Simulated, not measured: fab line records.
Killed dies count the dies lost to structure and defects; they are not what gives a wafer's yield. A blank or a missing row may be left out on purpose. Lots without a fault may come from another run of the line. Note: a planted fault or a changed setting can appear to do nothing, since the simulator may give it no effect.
fab line records	flow gf180mcu
record lots=24	wafers=72	last_day=34
route steps=602 shown MIM@513 M5@534 V5@541
lots untouched by any fault: they come from a run of this same line in which no faults occurred
start_h: start of the lot's first displayed wafer, in hours after the record's first day	wait_h: how many hours have passed since the lot's step before this one	" same as the row above	L1.1+2: one row covering several wafers at once	- no value, or no start given	* or withheld: withheld	< > ~ a bound
route shown NAME@n: NAME is a module with steps in the file, n the number in the route of the first one	usual: the fault-free wafers' mean and standard deviation	same: alike in all rows	chamber/n: place in a boat	sites: per-site readings	_std_site: the standard deviation of these	_edge_site: mean of outer sites minus mean of inner sites	radius_mm: for every site, how far away it sits from the centre of the wafer	mask NAME#n: copy n	behind: tool/chamber where the wafer was last shaped	hold: why the lot was held/for how many hours/how that ended	device: names the non-switching transistor (n, p or np)	end of line: tests run on the same wafers once the route is complete	for a step that has no rows: nothing shown but its recipe	killed: the dies lost at the first sort to structure and to defects; this is not the yield of the wafer	map: per-die view of a wafer (x killed, . not killed, _ where there is no die)
set.NAME: the setting as run; set.NAME@STEP: as run at that earlier step	model.NAME: the simulator's own value behind a step, which no gauge read
route steps across a sampled set of lots; one table per step, one row per wafer
services: from which hour (start_h, from the record's first day; less than 0 if before it) a tool's chamber was out of use, for how many hours, and why
## steps
# step GF_MIM_RS_MEAS_10
# recipe thk_meas_gauge=four-point-probe	reads=TiN_of_MIM_SPUTTER_09+AlCu_of_MIM_SPUTTER_08+TiN_of_MIM_SPUTTER_07
# usual MIM_ALCU_RS=0.1602/0.0017
lot.wafer	tool	chamber	start_h	wait_h	MIM_ALCU_RS[ohm/sq]
L074.1	film_metro-01	-	568.35	0.0	0.1590
L074.4	"	-	"	"	0.1561
L074.5	"	-	"	"	0.1565
L075.1	film_metro-02	-	572.82	0.0	0.1616
L075.2	"	-	"	"	0.1587
L075.3	"	-	"	"	0.1612
L076.1	film_metro-02	-	593.23	0.0	0.1593
L076.3	"	-	"	"	0.1612
L076.5	"	-	"	"	0.1604
L077.2	film_metro-02	-	595.99	0.0	0.1590
L077.3	"	-	"	"	0.1596
L077.5	"	-	"	"	0.1576
L078.1	film_metro-01	-	601.51	0.0	0.1594
L078.3	"	-	"	"	0.1612
L078.5	"	-	"	"	0.1590
L079.1	film_metro-01	-	606.71	0.0	0.1575
L079.2	"	-	"	"	0.1592
L079.3	"	-	"	"	0.1592
L080.1	film_metro-01	-	621.52	0.0	0.1607
L080.2	"	-	"	"	0.1614
L080.5	"	-	"	"	0.1612
L081.1	film_metro-04	-	624.48	0.0	0.1614
L081.3	"	-	"	"	0.1608
L081.5	"	-	"	"	0.1611
L082.3	film_metro-02	-	637.42	0.1	0.1624
L082.4	"	-	"	"	0.1616
L082.5	"	-	"	"	0.1616
L083.3	film_metro-02	-	642.69	0.1	0.1592
L083.4	"	-	"	"	0.1572
L083.6	"	-	"	"	0.1585
L084.1	film_metro-04	-	648.18	0.0	0.1573
L084.4	"	-	"	"	0.1604
L084.5	"	-	"	"	0.1599
L085.2	film_metro-01	-	658.53	0.0	0.1594
L085.5	"	-	"	"	0.1587
L085.6	"	-	"	"	0.1616
L086.1	film_metro-01	-	664.89	0.0	0.1599
L086.3	"	-	"	"	0.1591
L086.6	"	-	"	"	0.1587
L087.1	film_metro-01	-	671.20	0.0	0.1605
L087.5	"	-	"	"	0.1597
L087.6	"	-	"	"	0.1607
L088.1	film_metro-04	-	681.46	0.0	0.1605
L088.2	"	-	"	"	0.1606
L088.4	"	-	"	"	0.1599
L089.1	film_metro-04	-	682.67	0.0	0.1619
L089.2	"	-	"	"	0.1597
L089.3	"	-	"	"	0.1604
L090.1	film_metro-02	-	688.31	0.0	0.1591
L090.4	"	-	"	"	0.1599
L090.6	"	-	"	"	0.1608
L091.2	film_metro-01	-	695.21	0.0	0.1595
L091.3	"	-	"	"	0.1599
L091.6	"	-	"	"	0.1605
L092.1	film_metro-04	-	702.17	0.0	0.1586
L092.3	"	-	"	"	0.1602
L092.6	"	-	"	"	0.1598
L094.2	film_metro-04	-	716.39	0.0	0.1612
L094.3	"	-	"	"	0.1587
L094.4	"	-	"	"	0.1612
L093.1	film_metro-04	-	717.36	0.0	0.1634
L093.2	"	-	"	"	0.1634
L093.5	"	-	"	"	0.1647
L095.1	film_metro-04	-	726.31	0.0	0.1580
L095.5	"	-	"	"	0.1620
L095.6	"	-	"	"	0.1611
L096.3	film_metro-04	-	727.15	0.1	0.1620
L096.5	"	-	"	"	0.1618
L096.6	"	-	"	"	0.1613
L097.2	film_metro-04	-	731.86	0.0	0.1603
L097.4	"	-	"	"	0.1619
L097.5	"	-	"	"	0.1617
# step GF_MIM_STRIP_20
# recipe chemistry=O2/N2	power_w=1400	pressure_mtorr=1500	platen_temp_c=250	o2_flow_sccm=3000	n2_flow_sccm=300	overash_fraction=0.5
# usual drypump_motor_current_A=5.6/0.39	heater_power_w=352/30	oes_product_au=0.691/0.0046	strip_time_to_endpoint_s=11.21/0.041
lot.wafer	tool	chamber	start_h	wait_h	drypump_motor_current_A	heater_power_w	oes_product_au	rf_hours_counter_h	strip_time_to_endpoint_s
L074.1	plasma_asher-03	1	589.21	0.0	5.5	345	0.687	97	11.20
L074.4	"	1	"	"	5.5	346	0.693	-	11.28
L074.5	"	1	"	"	5.5	341	0.684	-	11.22
L075.1	plasma_asher-03	0	594.51	0.0	6.1	381	0.690	98	11.28
L075.2	"	1	"	"	5.5	341	0.694	98	11.26
L075.3	"	0	"	"	6.1	382	0.688	-	11.26
L076.1	plasma_asher-01	1	613.65	0.0	5.7	323	0.695	20	11.18
L076.3	"	0	"	"	5.1	409	0.690	-	11.17
L076.5	"	1	"	"	5.7	326	0.684	-	11.16
L077.2	plasma_asher-02	0	616.96	0.0	6.2	345	0.691	52	11.20
L077.3	"	0	"	"	6.2	354	0.686	-	11.25
L077.5	"	0	"	"	6.2	343	0.692	-	11.26
L078.1	plasma_asher-01	0	622.26	0.0	5.1	404	0.686	21	11.16
L078.3	"	1	"	"	5.7	324	0.690	-	11.19
L078.5	"	0	"	"	5.1	403	0.683	-	11.16
L079.1	plasma_asher-02	1	627.48	0.1	5.2	321	0.694	53	11.23
L079.2	"	0	"	"	6.2	343	0.696	53	11.24
L079.3	"	1	"	"	5.2	319	0.691	-	11.23
L080.1	plasma_asher-03	0	641.45	0.0	6.1	378	0.692	103	11.24
L080.2	"	1	"	"	5.5	343	0.696	103	11.28
L080.5	"	1	"	"	5.5	342	0.690	-	11.19
L081.1	plasma_asher-01	1	644.37	0.0	5.7	324	0.696	24	11.20
L081.3	"	0	"	"	5.1	402	0.694	-	11.19
L081.5	"	1	"	"	5.7	318	0.683	-	11.16
L082.3	plasma_asher-01	1	656.99	0.1	5.7	322	0.686	-	11.24
L082.4	"	0	"	"	5.1	412	0.697	-	11.23
L082.5	"	1	"	"	5.7	327	0.688	-	11.22
L083.3	plasma_asher-03	0	662.44	0.1	6.1	358	0.690	-	11.24
L083.4	"	1	"	"	5.5	340	0.689	-	11.23
L083.6	"	0	"	"	6.1	375	0.682	-	11.19
L084.1	plasma_asher-01	0	667.41	0.0	5.1	405	0.690	27	11.19
L084.4	"	1	"	"	5.7	325	0.688	-	11.21
L084.5	"	0	"	"	5.1	392	0.690	-	11.23
L085.2	plasma_asher-02	1	677.30	0.0	5.2	319	0.697	56	11.25
L085.5	"	0	"	"	6.2	347	0.690	-	11.25
L085.6	"	1	"	"	5.2	314	0.695	-	11.25
L086.1	plasma_asher-02	1	683.72	0.0	5.2	321	0.693	56	11.23
L086.3	"	0	"	"	6.2	345	0.687	-	11.19
L086.6	"	1	"	"	5.2	318	0.685	-	11.17
L087.1	plasma_asher-03	1	690.15	0.0	5.5	341	0.682	109	11.18
L087.5	"	0	"	"	6.1	373	0.682	-	11.19
L087.6	"	1	"	"	5.6	340	0.688	-	11.19
L088.1	plasma_asher-03	0	700.64	0.1	6.1	370	0.702	110	11.28
L088.2	"	1	"	"	5.5	339	0.692	110	11.21
L088.4	"	0	"	"	6.0	367	0.690	-	11.29
L089.1	plasma_asher-03	0	701.68	0.1	6.1	368	0.692	110	11.20
L089.2	"	1	"	"	5.5	344	0.686	110	11.20
L089.3	"	0	"	"	6.1	381	0.692	-	11.24
L090.1	plasma_asher-02	1	707.48	0.1	5.2	316	0.692	59	11.19
L090.4	"	0	"	"	6.2	345	0.689	-	11.22
L090.6	"	0	"	"	6.2	340	0.689	-	11.22
L091.2	plasma_asher-01	1	713.47	0.1	5.7	327	0.701	32	11.21
L091.3	"	0	"	"	5.1	403	0.695	-	11.21
L091.6	"	1	"	"	5.7	327	0.695	-	11.19
L092.1	plasma_asher-03	1	719.35	0.0	5.5	341	0.697	112	11.15
L092.3	"	1	"	"	5.5	340	0.689	-	11.15
L092.6	"	1	"	"	5.5	336	0.687	-	11.14
L094.2	plasma_asher-01	0	734.30	0.0	5.1	409	0.690	34	11.15
L094.3	"	0	"	"	5.1	404	0.693	-	11.15
L094.4	"	1	"	"	5.7	330	0.691	-	11.18
L093.1	plasma_asher-02	1	734.45	0.0	5.2	318	0.683	62	11.22
L093.2	"	0	"	"	6.2	342	0.693	62	11.29
L093.5	"	1	"	"	5.2	326	0.691	-	11.23
L095.1	plasma_asher-01	1	743.87	0.0	5.7	332	0.697	35	11.17
L095.5	"	0	"	"	5.2	405	0.690	-	11.21
L095.6	"	1	"	"	5.7	321	0.700	-	11.27
L096.3	plasma_asher-02	0	744.49	0.1	6.2	339	0.686	-	11.19
L096.5	"	0	"	"	6.2	346	0.691	-	11.29
L096.6	"	1	"	"	5.2	323	0.690	-	11.23
L097.2	plasma_asher-03	0	749.10	0.0	6.1	371	0.693	1	11.18
L097.4	"	0	"	"	6.1	363	0.684	-	11.17
L097.5	"	0	"	"	6.1	381	0.686	-	11.17
# step GF_M5_OVL_MEAS_08
# usual M5_OVL=0/5.6
lot.wafer	tool	chamber	start_h	wait_h	M5_OVL[nm]
L074.1	overlay-02	-	610.46	0.1	4
L074.4	"	-	"	"	2
L074.5	"	-	"	"	-4
L075.1	overlay-02	-	615.60	0.1	-4
L075.2	"	-	"	"	-9
L075.3	"	-	"	"	-2
L076.1	overlay-01	-	634.01	0.1	5
L076.3	"	-	"	"	-5
L076.5	"	-	"	"	-1
L077.2	overlay-01	-	637.45	0.1	4
L077.3	"	-	"	"	3
L077.5	"	-	"	"	3
L078.1	overlay-01	-	642.85	0.1	7
L078.3	"	-	"	"	7
L078.5	"	-	"	"	2
L079.1	overlay-01	-	647.70	0.1	0
L079.2	"	-	"	"	2
L079.3	"	-	"	"	-5
L080.1	overlay-02	-	661.65	0.1	-14
L080.2	"	-	"	"	-9
L080.5	"	-	"	"	-11
L081.1	overlay-02	-	664.60	0.1	-8
L081.3	"	-	"	"	-6
L081.5	"	-	"	"	0
L082.3	overlay-02	-	676.51	0.1	1
L082.4	"	-	"	"	4
L082.5	"	-	"	"	10
L083.3	overlay-02	-	682.31	0.1	5
L083.4	"	-	"	"	-5
L083.6	"	-	"	"	2
L084.1	overlay-02	-	687.55	0.1	-7
L084.4	"	-	"	"	-4
L084.5	"	-	"	"	-8
L085.2	overlay-02	-	696.56	0.1	-3
L085.5	"	-	"	"	-4
L085.6	"	-	"	"	-2
L086.1	overlay-01	-	703.05	0.1	3
L086.3	"	-	"	"	5
L086.6	"	-	"	"	4
L087.1	overlay-02	-	709.30	0.1	6
L087.5	"	-	"	"	-2
L087.6	"	-	"	"	-3
L088.1	overlay-02	-	718.40	0.1	8
L088.2	"	-	"	"	7
L088.4	"	-	"	"	4
L089.1	overlay-02	-	719.10	0.1	0
L089.2	"	-	"	"	-4
L089.3	"	-	"	"	0
L090.1	overlay-02	-	725.90	0.1	9
L090.4	"	-	"	"	17
L090.6	"	-	"	"	14
L091.2	overlay-02	-	732.05	0.1	11
L091.3	"	-	"	"	8
L091.6	"	-	"	"	10
L092.1	overlay-01	-	737.80	0.1	0
L092.3	"	-	"	"	-4
L092.6	"	-	"	"	3
L094.2	overlay-01	-	751.35	0.1	6
L094.3	"	-	"	"	2
L094.4	"	-	"	"	1
L093.1	overlay-02	-	752.00	0.1	-2
L093.2	"	-	"	"	3
L093.5	"	-	"	"	5
L095.1	overlay-02	-	760.50	0.1	-3
L095.5	"	-	"	"	1
L095.6	"	-	"	"	-6
L096.3	overlay-01	-	761.21	0.1	1
L096.5	"	-	"	"	-7
L096.6	"	-	"	"	-6
L097.2	overlay-02	-	766.20	0.1	-3
L097.4	"	-	"	"	-3
L097.5	"	-	"	"	6
# step GF_V5_THK_MEAS_01
# recipe reads=SiO2_of_V5_CVD_00
# usual V5_CVD_00_THK=311/3.8
lot.wafer	tool	chamber	start_h	wait_h	V5_CVD_00_THK[nm]
L074.1	film_metro-01	-	611.25	0.0	310
L074.4	"	-	"	"	310
L074.5	"	-	"	"	315
L075.1	film_metro-02	-	616.40	0.0	307
L075.2	"	-	"	"	305
L075.3	"	-	"	"	304
L076.1	film_metro-03	-	635.12	0.0	305
L076.3	"	-	"	"	308
L076.5	"	-	"	"	303
L077.2	film_metro-02	-	638.22	0.0	308
L077.3	"	-	"	"	310
L077.5	"	-	"	"	308
L078.1	film_metro-02	-	643.62	0.0	313
L078.3	"	-	"	"	314
L078.5	"	-	"	"	315
L079.1	film_metro-03	-	648.47	0.0	307
L079.2	"	-	"	"	309
L079.3	"	-	"	"	315
L080.1	film_metro-01	-	662.42	0.0	321
L080.2	"	-	"	"	319
L080.5	"	-	"	"	317
L081.1	film_metro-03	-	665.72	0.0	309
L081.3	"	-	"	"	306
L081.5	"	-	"	"	313
L082.3	film_metro-01	-	677.32	0.0	311
L082.4	"	-	"	"	315
L082.5	"	-	"	"	309
L083.3	film_metro-02	-	683.09	0.0	311
L083.4	"	-	"	"	306
L083.6	"	-	"	"	312
L084.1	film_metro-03	-	688.31	0.0	303
L084.4	"	-	"	"	308
L084.5	"	-	"	"	305
L085.2	film_metro-03	-	697.47	0.0	305
L085.5	"	-	"	"	311
L085.6	"	-	"	"	308
L086.1	film_metro-01	-	703.90	0.0	317
L086.3	"	-	"	"	312
L086.6	"	-	"	"	318
L087.1	film_metro-01	-	710.24	0.2	311
L087.5	"	-	"	"	307
L087.6	"	-	"	"	307
L088.1	film_metro-01	-	719.30	0.0	308
L088.2	"	-	"	"	310
L088.4	"	-	"	"	311
L089.1	film_metro-03	-	719.90	0.0	304
L089.2	"	-	"	"	306
L089.3	"	-	"	"	306
L090.1	film_metro-03	-	726.69	0.0	314
L090.4	"	-	"	"	316
L090.6	"	-	"	"	309
L091.2	film_metro-01	-	732.82	0.0	316
L091.3	"	-	"	"	309
L091.6	"	-	"	"	312
L092.1	film_metro-02	-	738.57	0.0	314
L092.3	"	-	"	"	314
L092.6	"	-	"	"	314
L094.2	film_metro-01	-	752.13	0.0	311
L094.3	"	-	"	"	312
L094.4	"	-	"	"	311
L093.1	film_metro-01	-	752.81	0.0	315
L093.2	"	-	"	"	311
L093.5	"	-	"	"	311
L095.1	film_metro-02	-	761.61	0.0	310
L095.5	"	-	"	"	310
L095.6	"	-	"	"	310
L096.3	film_metro-01	-	762.33	0.0	310
L096.5	"	-	"	"	312
L096.6	"	-	"	"	312
L097.2	film_metro-03	-	767.10	0.0	311
L097.4	"	-	"	"	308
L097.5	"	-	"	"	312
# step GF_V5_BOW_MEAS_05
# recipe mode=bow
# usual V5_BOW=135/8.8
lot.wafer	tool	chamber	start_h	wait_h	V5_BOW[um]
L074.1	film_metro-01	-	611.78	0.1	126
L074.4	"	-	"	"	126
L074.5	"	-	"	"	124
L075.1	film_metro-01	-	616.93	0.2	123
L075.2	"	-	"	"	107
L075.3	"	-	"	"	124
L076.1	film_metro-02	-	635.65	0.2	129
L076.3	"	-	"	"	139
L076.5	"	-	"	"	139
L077.2	film_metro-01	-	638.76	0.3	131
L077.3	"	-	"	"	139
L077.5	"	-	"	"	133
L078.1	film_metro-01	-	644.15	0.1	129
L078.3	"	-	"	"	135
L078.5	"	-	"	"	137
L079.1	film_metro-03	-	649.00	0.1	135
L079.2	"	-	"	"	153
L079.3	"	-	"	"	150
L080.1	film_metro-01	-	662.96	0.2	121
L080.2	"	-	"	"	139
L080.5	"	-	"	"	130
L081.1	film_metro-03	-	666.25	0.2	129
L081.3	"	-	"	"	132
L081.5	"	-	"	"	129
L082.3	film_metro-02	-	677.86	0.1	144
L082.4	"	-	"	"	140
L082.5	"	-	"	"	145
L083.3	film_metro-01	-	683.64	0.2	127
L083.4	"	-	"	"	136
L083.6	"	-	"	"	145
L084.1	film_metro-03	-	688.84	0.1	142
L084.4	"	-	"	"	138
L084.5	"	-	"	"	124
L085.2	film_metro-03	-	698.01	0.3	135
L085.5	"	-	"	"	131
L085.6	"	-	"	"	123
L086.1	film_metro-03	-	704.43	0.2	125
L086.3	"	-	"	"	138
L086.6	"	-	"	"	126
L087.1	film_metro-01	-	710.90	0.1	130
L087.5	"	-	"	"	137
L087.6	"	-	"	"	142
L088.1	film_metro-01	-	719.82	0.2	141
L088.2	"	-	"	"	127
L088.4	"	-	"	"	140
L089.1	film_metro-03	-	720.43	0.1	129
L089.2	"	-	"	"	135
L089.3	"	-	"	"	134
L090.1	film_metro-03	-	727.22	0.2	121
L090.4	"	-	"	"	146
L090.6	"	-	"	"	127
L091.2	film_metro-03	-	733.36	0.1	128
L091.3	"	-	"	"	131
L091.6	"	-	"	"	138
L092.1	film_metro-01	-	739.14	0.2	143
L092.3	"	-	"	"	142
L092.6	"	-	"	"	137
L094.2	film_metro-03	-	753.24	0.2	134
L094.3	"	-	"	"	141
L094.4	"	-	"	"	133
L093.1	film_metro-01	-	754.01	0.2	143
L093.2	"	-	"	"	141
L093.5	"	-	"	"	151
L095.1	film_metro-01	-	762.14	0.2	138
L095.5	"	-	"	"	136
L095.6	"	-	"	"	143
L096.3	film_metro-01	-	762.88	0.2	145
L096.5	"	-	"	"	132
L096.6	"	-	"	"	138
L097.2	film_metro-01	-	767.64	0.2	133
L097.4	"	-	"	"	132
L097.5	"	-	"	"	123
# step GF_V5_ETCH_17
# recipe chemistry=C4F8/O2/Ar	mask_material=KrF	target=SiO2	stop_on=TiN	source_w=1500	bias_w=1200	pressure_mtorr=40	c4f8_flow_sccm=withheld	O2_flow_sccm=6	Ar_flow_sccm=300	time_s=withheld	target_depth_a=8550
# usual oes_product_au=0.859/0.0048
lot.wafer	tool	chamber	start_h	wait_h	oes_product_au
L074.1	rie_diel-02	1	-	-	0.859
L074.4	"	2	"	"	0.865
L074.5	"	0	"	"	0.855
L075.1	rie_diel-01	0	-	-	0.857
L075.2	"	2	"	"	0.855
L075.3	"	3	"	"	0.859
L076.1	rie_diel-02	1	-	-	0.852
L076.3	"	2	"	"	0.858
L076.5	"	0	"	"	0.855
L077.2	rie_diel-01	0	-	-	0.866
L077.3	"	1	"	"	0.874
L077.5	"	1	"	"	0.855
L078.1	rie_diel-03	1	-	-	0.859
L078.3	"	3	"	"	0.865
L078.5	"	2	"	"	0.858
L079.1	rie_diel-03	0	-	-	0.856
L079.2	"	1	"	"	0.860
L079.3	"	3	"	"	0.851
L080.1	rie_diel-03	3	-	-	0.862
L080.2	"	0	"	"	0.864
L080.5	"	0	"	"	0.855
L081.1	rie_diel-01	2	-	-	0.866
L081.3	"	3	"	"	0.852
L081.5	"	1	"	"	0.857
L082.3	rie_diel-03	0	-	-	0.865
L082.4	"	3	"	"	0.862
L082.5	"	0	"	"	0.852
L083.3	rie_diel-01	1	-	-	0.863
L083.4	"	2	"	"	0.857
L083.6	"	2	"	"	0.865
L084.1	rie_diel-01	1	-	-	0.869
L084.4	"	2	"	"	0.863
L084.5	"	0	"	"	0.854
L085.2	rie_diel-03	2	-	-	0.855
L085.5	"	3	"	"	0.856
L085.6	"	0	"	"	0.857
L086.1	rie_diel-03	3	-	-	0.862
L086.3	"	1	"	"	0.862
L086.6	"	1	"	"	0.858
L087.1	rie_diel-01	1	-	-	0.853
L087.5	"	0	"	"	0.856
L087.6	"	3	"	"	0.865
L088.1	rie_diel-01	3	-	-	0.868
L088.2	"	0	"	"	0.855
L088.4	"	2	"	"	0.862
L089.1	rie_diel-02	3	-	-	0.865
L089.2	"	1	"	"	0.865
L089.3	"	2	"	"	0.854
L090.1	rie_diel-02	2	-	-	0.855
L090.4	"	1	"	"	0.863
L090.6	"	2	"	"	0.858
L091.2	rie_diel-02	2	-	-	0.862
L091.3	"	0	"	"	0.860
L091.6	"	3	"	"	0.852
L092.1	rie_diel-01	3	-	-	0.861
L092.3	"	2	"	"	0.855
L092.6	"	1	"	"	0.859
L094.2	rie_diel-03	2	-	-	0.860
L094.3	"	3	"	"	0.865
L094.4	"	1	"	"	0.859
L093.1	rie_diel-02	3	-	-	0.859
L093.2	"	1	"	"	0.850
L093.5	"	3	"	"	0.851
L095.1	rie_diel-03	2	-	-	0.871
L095.5	"	0	"	"	0.857
L095.6	"	3	"	"	0.857
L096.3	rie_diel-02	1	-	-	0.861
L096.5	"	1	"	"	0.863
L096.6	"	2	"	"	0.868
L097.2	rie_diel-01	1	-	-	0.845
L097.4	"	0	"	"	0.862
L097.5	"	3	"	"	0.863
## services
tool	chamber	start_h	hours	kind
rie_diel-02	-	565.34	1.0	repair
rie_diel-02	1	569.03	4.9	repair
rie_diel-02	0	576.82	7.4	repair
plasma_asher-02	-	582.08	3.6	repair
rie_diel-03	0	582.52	22.9	repair
plasma_asher-02	-	586.38	8.7	repair
plasma_asher-02	-	588.56	0.6	repair
rie_diel-02	3	590.20	4.7	repair
plasma_asher-02	-	630.87	28.1	pm
rie_diel-02	2	635.85	15.5	repair
rie_diel-02	0	645.85	1.3	repair
rie_diel-01	2	657.57	-	clean
rie_diel-01	2	657.57	20.0	scheduled_down
rie_diel-01	2	657.57	20.0	vent_cycle
rie_diel-01	0	660.64	4.7	repair
rie_diel-01	1	673.06	1.5	repair
rie_diel-01	0	677.88	9.1	repair
plasma_asher-03	-	678.11	2.8	repair
rie_diel-01	0	687.53	19.6	repair
rie_diel-03	1	693.18	11.7	repair
plasma_asher-01	-	720.25	0.6	repair
plasma_asher-03	-	733.75	9.0	pm
rie_diel-01	0	741.10	9.8	repair
rie_diel-03	0	756.74	3.9	repair
## key
fault none
